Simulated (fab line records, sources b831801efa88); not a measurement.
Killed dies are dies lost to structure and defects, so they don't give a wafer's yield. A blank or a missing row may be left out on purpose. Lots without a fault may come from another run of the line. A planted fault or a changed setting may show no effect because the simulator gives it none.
A struck lot beside a sound one | flow gf180mcu | 15 steps out of a route of 602
Sound: wafers L861.1, L861.5, L861.6. Struck: wafers L869.3, L869.4, L869.6. The cause comes at the end.
At each step with rows: each side's tool, then ch and its chambers, then its first start. Under that, the readings that differ: sound wafers | struck wafers | difference of the means | sigmas: that difference in standard deviations of wafers without a fault.
alike: readings whose means differ by less than 2 such deviations, and words and numbers that are the same on both sides. not compared: withheld readings, readings that some wafer has no value for, bounds like >300 that may hide the same value, and numbers for which the record gives no deviation and whose values overlap.
The two part at a step that has a row with sigmas, a row that says differs or no value, or rows on one side only. Numbers that don't overlap but have no deviation are shown without sigmas and don't part them. A reading that every wafer of one side lacks parts them only if that side has two wafers or more.

GF_VT_IMPLANT_OVL_MEAS_29:
  sound on overlay-01, day 7 10:41; struck on overlay-01, day 9 14:19
  alike: VT_IMPLANT_02_OVL
then, 1 step without rows for these wafers: GF_VT_IMPLANT_IMPLANT_30.
GF_VT_IMPLANT_STRIP_31: strips in O2/N2.
  sound on plasma_asher-02 ch 0,1, day 7 10:53; struck on plasma_asher-01 ch 0,1, day 9 14:31
  alike: drypump_motor_current_A, heater_power_w, oes_product_au, strip_time_to_endpoint_s
  not compared: rf_hours_counter_h
GF_VT_IMPLANT_TW_MEAS_32:
  sound on film_metro-03, day 7 10:59; struck on film_metro-03, day 9 14:36
  alike: VT_IMPLANT_3_TW
then, 7 steps without rows for these wafers: GF_VT_IMPLANT_DEHYDRATE_33 (time 60 s); GF_VT_IMPLANT_HMDS_34 (prime time 60 s); GF_VT_IMPLANT_COAT_35 (resist thk 1000 nm); GF_VT_IMPLANT_SOFTBAKE_36 (time 60 s); GF_VT_IMPLANT_EXPOSE_37 (exposes mask Nwell HV AREA, target cd 860 nm); GF_VT_IMPLANT_PEB_38; GF_VT_IMPLANT_DEVELOP_39 (develop time 60 s).
GF_VT_IMPLANT_OVL_MEAS_40:
  sound on overlay-01, day 8 02:48; struck on overlay-02, day 10 09:16
  alike: VT_IMPLANT_03_OVL
GF_VT_IMPLANT_IMPLANT_41:
  sound on implanter-04 ch 0, day 8 02:50; struck on implanter-04 ch 0, day 10 09:20
  reading                   | sound                | struck               | difference | sigmas
  beam_energy_keV           | 70.003 70.011 70.028 | 61.242 61.218 61.221 | -8.787     | -99 or more
  model.implant.rp_nm (nm)  | 40.54 40.54 40.54    | 39.09 39.09 39.09    | -1.45      |
  model.implant.drp_nm (nm) | 18.17 18.17 18.17    | 16.4 16.4 16.4       | -1.8       |
GF_VT_IMPLANT_STRIP_42: strips in O2/N2.
  sound on plasma_asher-01 ch 0,1, day 8 02:59; struck on plasma_asher-01 ch 0,1, day 10 09:28
  alike: drypump_motor_current_A, heater_power_w, oes_product_au, strip_time_to_endpoint_s
  not compared: rf_hours_counter_h
-- the record jumps here: 22 days lie between the struck wafers' starts before and after (it left off in module VT_IMPLANT and takes up again in module PASSIVATION, whose first step shown is number 602 of the route) --
GF_PASSIVATION_PROBE_99:
  the record has rows for the struck wafers here (prober-02, day 32 06:18) and none for the sound ones

WHERE THEY PART
First at GF_VT_IMPLANT_IMPLANT_41; last, within this record, at GF_PASSIVATION_PROBE_99.

WHY: what the simulator had put in
Process parameter drift: implanter-04, from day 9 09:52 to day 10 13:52, at GF_VT_IMPLANT_IMPLANT_41. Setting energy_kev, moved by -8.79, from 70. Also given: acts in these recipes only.
